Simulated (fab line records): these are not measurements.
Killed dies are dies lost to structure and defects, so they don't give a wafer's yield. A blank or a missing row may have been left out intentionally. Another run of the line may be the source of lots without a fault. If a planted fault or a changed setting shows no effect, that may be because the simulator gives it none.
Problem report in the 8D (eight disciplines) form, filled by code + flow sky130 + the parts of the form that need people (team, actions taken, sign-off) are left out

## 1. PROBLEM STATEMENT
Mean of plate temp C at SKY_METAL1_SOFTBAKE_11: 104.66 C across 6 wafers in 2 lots; on wafers with no fault it is 100.01 C (standard deviation 0.13). Measured from the usual mean, that is +36 standard deviations.
The step: time 90 s.
The first sign was on wafer L582.1 at day 38 04:00, on litho track-01. Wafers with a number at this step in the record: 18, from 6 lots. Rule for "out", or "out of limits": more than 4 standard deviations from the usual mean. The other wafers with a number count as sound.

## 2. WHAT IT IS, WHAT IT ISN'T
| question                    | is                                 | is not                                                             |
|-----------------------------|------------------------------------|--------------------------------------------------------------------|
| which readings at this step | plate temp C, heater power total W | -                                                                  |
| which lots                  | L582, L586                         | L566, L571, L577, L587                                             |
| which wafers of those lots  | all that have a number             | -                                                                  |
| read on which tools         | litho track-01                     | litho track-02, litho track-03                                     |
| when                        | from day 38 04:00                  | up to then (9 sound wafers); but 3 sound wafers of L587 came after |

## 3. SUSPECTS, AND WHAT RULES EACH OUT
Counting: a tool stays on the suspect list if, at a process step up to the reading, it processed all lots that are out and no sound lot following the first of them.
- litho track-01 at SKY_METAL1_SOFTBAKE_11 (time 90 s): kept. All lots that are out passed through it, beginning with L582 at day 38 04:00, and no sound lot followed; its final sound lot before that point was L571 at day 35 05:00. On those wafers its own readings are out: heater power total W, plate temp C.
Remaining after the count: litho track-01 at SKY_METAL1_SOFTBAKE_11.

## 4. THE CAUSE (what the simulator had put in)
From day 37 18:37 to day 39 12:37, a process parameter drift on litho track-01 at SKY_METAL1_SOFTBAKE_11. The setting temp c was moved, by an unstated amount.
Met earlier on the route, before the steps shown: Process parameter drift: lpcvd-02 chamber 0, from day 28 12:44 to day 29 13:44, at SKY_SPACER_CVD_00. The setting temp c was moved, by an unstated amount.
Counting left only this tool.

## 5. THE CHAIN OF EFFECTS, in route order
Each row: a reading whose mean over the struck wafers that have a number lies more than 3 standard deviations from the usual. Only readings whose record carries a usual standard deviation are examined. hours: median over the lots of the time between each lot's start at the first step of this table that gives one and its start at this step. sigmas: the change, counted in usual standard deviations.
| hours | step                   | reading              | usual    | on struck wafers | change | sigmas |
|-------|------------------------|----------------------|----------|------------------|--------|--------|
| 0     | SKY_METAL1_SOFTBAKE_11 | heater power total W | 57.37 W  | 60.98            | +3.61  | +30    |
| 0     | SKY_METAL1_SOFTBAKE_11 | plate temp C         | 100.01 C | 104.66           | +4.65  | +36    |
Here are the process steps it includes:
- SKY_METAL1_SOFTBAKE_11: time 90 s.
Later measuring or inspecting steps at which every struck wafer that the step has a row for has a number for every such reading, and none has moved that far: SKY_METAL1_CD_MEAS_15, SKY_METAL1_OVL_MEAS_16.

## 6. HOW IT WOULD HAVE BEEN CAUGHT EARLIER
First out-of-limits reading in this record: day 38 04:00, which is 9 hours after fault onset at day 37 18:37.
